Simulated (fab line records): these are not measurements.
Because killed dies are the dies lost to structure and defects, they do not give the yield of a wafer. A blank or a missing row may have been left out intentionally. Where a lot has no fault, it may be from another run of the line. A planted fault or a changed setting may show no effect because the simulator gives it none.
Split-lot experiment | flow sfq line | route with 325 steps; 5 lots, 23 wafers read

## THE SPLIT
At SFQ_TRILAYER_JJ_CE_LITHO_EXPOSE_115 (exposes mask J5, target cd 700 nm), the setting dose mj was moved away from the recipe's 14.4 on 4 of the 23 wafers read, by +2.2% to +5.7%. All remaining wafers had this setting at the recipe value.

## FROM THE SPLIT TO THE READING: what the file shows between them, 2 steps
- SFQ_TRILAYER_JJ_CE_LITHO_PEB_117: peb time 60 s
- SFQ_TRILAYER_JJ_CE_LITHO_DEVELOP_116: time 60 s

## THE READING
cd nm, in nm, at SFQ_TRILAYER_JJ_CE_METRO_MEASURE_117. Typical for fault-free wafers on this fab line: 700.3 nm, with standard deviation 1.4 nm.

wafer  | tool, chamber at the split | dose mj as run | against the recipe | cd nm, nm | against lot-mates on the recipe
L076.1 | krf scanner-01, 0          | 14.4           | recipe             | 702.5     | -
L076.2 | krf scanner-01, 0          | 14.4           | recipe             | 700.5     | -
L076.3 | krf scanner-01, 0          | 14.4           | recipe             | 701.2     | -
L076.4 | krf scanner-01, 0          | 14.4           | recipe             | 701.3     | -
L076.5 | krf scanner-01, 0          | 14.4           | recipe             | 702.2     | -
L079.1 | krf scanner-02, 0          | 15.22          | +5.7%              | 690.5     | -8.7
L079.2 | krf scanner-02, 0          | 14.4           | recipe             | 699.3     | -
L079.4 | krf scanner-02, 0          | 15.22          | +5.7%              | 690.0     | -9.2
L079.5 | krf scanner-02, 0          | 14.4           | recipe             | 699.3     | -
L079.6 | krf scanner-02, 0          | 14.4           | recipe             | 699.1     | -
L080.1 | krf scanner-01, 0          | 14.4           | recipe             | 698.0     | -
L080.2 | krf scanner-01, 0          | 14.72          | +2.2%              | 693.7     | -4.6
L080.3 | krf scanner-01, 0          | 14.4           | recipe             | 698.0     | -
L080.4 | krf scanner-01, 0          | 14.4           | recipe             | 698.8     | -
L080.6 | krf scanner-01, 0          | 14.72          | +2.2%              | 694.6     | -3.7
L083.1 | krf scanner-02, 0          | 14.4           | recipe             | 699.1     | -
L083.5 | krf scanner-02, 0          | 14.4           | recipe             | 700.1     | -
L083.6 | krf scanner-02, 0          | 14.4           | recipe             | 698.4     | -
L085.2 | krf scanner-01, 0          | 14.4           | recipe             | 703.5     | -
L085.3 | krf scanner-01, 0          | 14.4           | recipe             | 701.1     | -
L085.4 | krf scanner-01, 0          | 14.4           | recipe             | 701.6     | -
L085.5 | krf scanner-01, 0          | 14.4           | recipe             | 701.1     | -
L085.6 | krf scanner-01, 0          | 14.4           | recipe             | 702.7     | -

FIT RESULTS
A straight line over all 23 wafers: cd nm changes by -1.89 nm for each +1% of dose mj; r = -0.89; the points scatter about the line by 1.7 nm.
The same after taking each lot's own level away (the mean of its wafers on the recipe; 23 wafers): -1.61 nm for each +1%; r = -0.97; scatter 0.7 nm.
According to that fit, moving dose mj by its largest amount changes the reading by 9.2 nm.
Across the lots, their own levels run from 698.27 to 702.00 nm, a range of 2.7 times the standard deviation given above.
Thus the slope moves with the lot-to-lot level: the two fits are different.
Check: for one of the wafers moved furthest among these (+5.7%), held out of the fit, the line's prediction against its lot-mates is -9.53 nm. Against them it came out at -8.73 nm.

## THE OTHER SPLITS THESE WAFERS WENT THROUGH
Other splits were also applied to these wafers ahead of the reading. Each is held against what the fit with the lots' levels taken away leaves over:
other split on the same wafers                   | wafers away from the commonest value | r with cd nm (lot level and that fit taken away)
SFQ_TRILAYER_I3_VIA_LITHO_COAT_090 resist thk nm | 7                                    | -0.08
SFQ_TRILAYER_I3_VIA_LITHO_PEB_088 peb temp c     | 11                                   | -0.08
SFQ_TRILAYER_I3_VIA_ETCH_VIA_ETCH_088 source w   | 7                                    | -0.10
SFQ_TRILAYER_M4_LITHO_COAT_098 resist thk nm     | 8                                    | -0.19
SFQ_TRILAYER_I4_CMP_CMP_100 leave above ref nm   | 8                                    | +0.22
SFQ_TRILAYER_I4_VIA_LITHO_EXPOSE_104 dose mj     | 4                                    | +0.16
SFQ_TRILAYER_JJ_CE_LITHO_COAT_119 resist thk nm  | 6                                    | +0.01

## THE WHOLE CHAIN: every reading that the file lists as answering this split, in the file's order
step                                 | what it does                                                               | reading                                                   | change (the file's fit)              | r (the file's)
SFQ_TRILAYER_JJ_CE_METRO_MEASURE_117 |                                                                            | cd nm                                                     | -1.61 nm for each +1% of the setting | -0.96
SFQ_TRILAYER_JJ_CE_BARC_OPEN_RIE_150 | chemistry O2, target BARC, target depth 240 nm, time 80 s                  | JJ.cd nm (the simulator's own value, which no gauge read) | -1.62 nm for each +1% of the setting | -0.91
SFQ_TRILAYER_JJ_CE_ETCH_RIE_118      | chemistry SF6, target Nb, stops on Al2O3, time 97.7 s, target depth 170 nm | JJ.cd nm (the simulator's own value, which no gauge read) | -1.69 nm for each +1% of the setting | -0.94

## FILE'S OWN FIT
cd nm changes by -1.61 nm for each +1% of dose mj, r = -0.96.
